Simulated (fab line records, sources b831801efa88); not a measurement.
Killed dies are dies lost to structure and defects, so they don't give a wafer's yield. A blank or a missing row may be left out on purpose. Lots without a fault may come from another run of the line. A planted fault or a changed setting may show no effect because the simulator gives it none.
One fault seen from 2 desks | flow gf180mcu | each desk has only its own numbers; what lay behind them comes last

THE METROLOGY DESK
What the gauges read, lot by lot, whatever tool the lot ran on: means of the sampled wafers that have a number. A lot is out of limits, marked OUT, if its mean lies more than 4 standard deviations from the usual mean; the brackets give that distance.
Columns: A = M4_ALCU_RS at GF_M4_RS_MEAS_05, usual 0.0696 ohm/sq; B = M4_ALCU_THK at GF_M4_THK_MEAS_06, usual 448 nm
lot  | first seen here | A                 | B
L468 | day 23 20:19    | 0.0690            | 449
L469 | day 24 06:40    | 0.0694            | 453
L470 | day 24 14:16    | 0.0694            | 447
L477 | day 26 19:55    | 0.0756 (+7.0) OUT | 414 (-6.1) OUT
L479 | day 27 09:34    | 0.0750 (+6.3) OUT | 416 (-5.8) OUT
L482 | day 28 10:17    | 0.0699            | 450
L483 | day 28 19:56    | 0.0695            | 447
L484 | day 29 05:49    | 0.0697            | 446
L485 | day 29 08:43    | 0.0701            | 444
L488 | day 30 06:56    | 0.0696            | 452
This desk's finding: out of limits on L477, L479; first on L477, day 26 19:55 (M4_ALCU_RS at GF_M4_RS_MEAS_05). In limits: L468, L469, L470, L482, L483, L484, L485, L488.

THE TOOL OWNER'S DESK: pvd_sputter-03
The tool's own readings at GF_M4_SPUTTER_02 (material AlCu, target thk 450 nm, time 23.9 s): means of the sampled wafers that have a number, for each lot that ran on this tool. A lot is out of limits, marked OUT, if its mean lies more than 4 standard deviations from the usual mean; the brackets give that distance.
Columns: A = chamber_pressure_pa at GF_M4_SPUTTER_02, usual 0.4000 Pa; B = throttle_valve_pct at GF_M4_SPUTTER_02, usual 30.5 %
lot  | first seen here | A                        | B
L468 | day 23 20:10    | 0.3986                   | 30.7
L469 | day 24 06:33    | 0.3996                   | 30.7
L470 | day 24 14:10    | 0.4001                   | 29.3
L477 | day 26 19:50    | 0.5610 (+99 or more) OUT | 25.9 (-4.7) OUT
L479 | day 27 09:28    | 0.5621 (+99 or more) OUT | 25.8 (-4.7) OUT
This desk's finding: out of limits on L477, L479; first on L477, day 26 19:50 (chamber_pressure_pa at GF_M4_SPUTTER_02). In limits: L468, L469, L470.

PUT TOGETHER
The tool owner's desk could have raised an alarm at day 26 19:50, on L477, L479.
The metrology desk could have raised an alarm at day 26 19:55, on L477, L479.
Of the lots named, all ran GF_M4_SPUTTER_02 on pvd_sputter-03.

WHAT THE SIMULATOR HAD PUT IN
Process parameter drift: pvd_sputter-03, from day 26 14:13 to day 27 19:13, at GF_M4_SPUTTER_02. Setting chamber_pressure_pa, moved by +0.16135, from 0.4. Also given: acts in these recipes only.
Lots struck among those shown: L477, L479.
Hours from the fault's start to each desk's first reading out of limits: the tool owner's desk, 6; the metrology desk, 6.
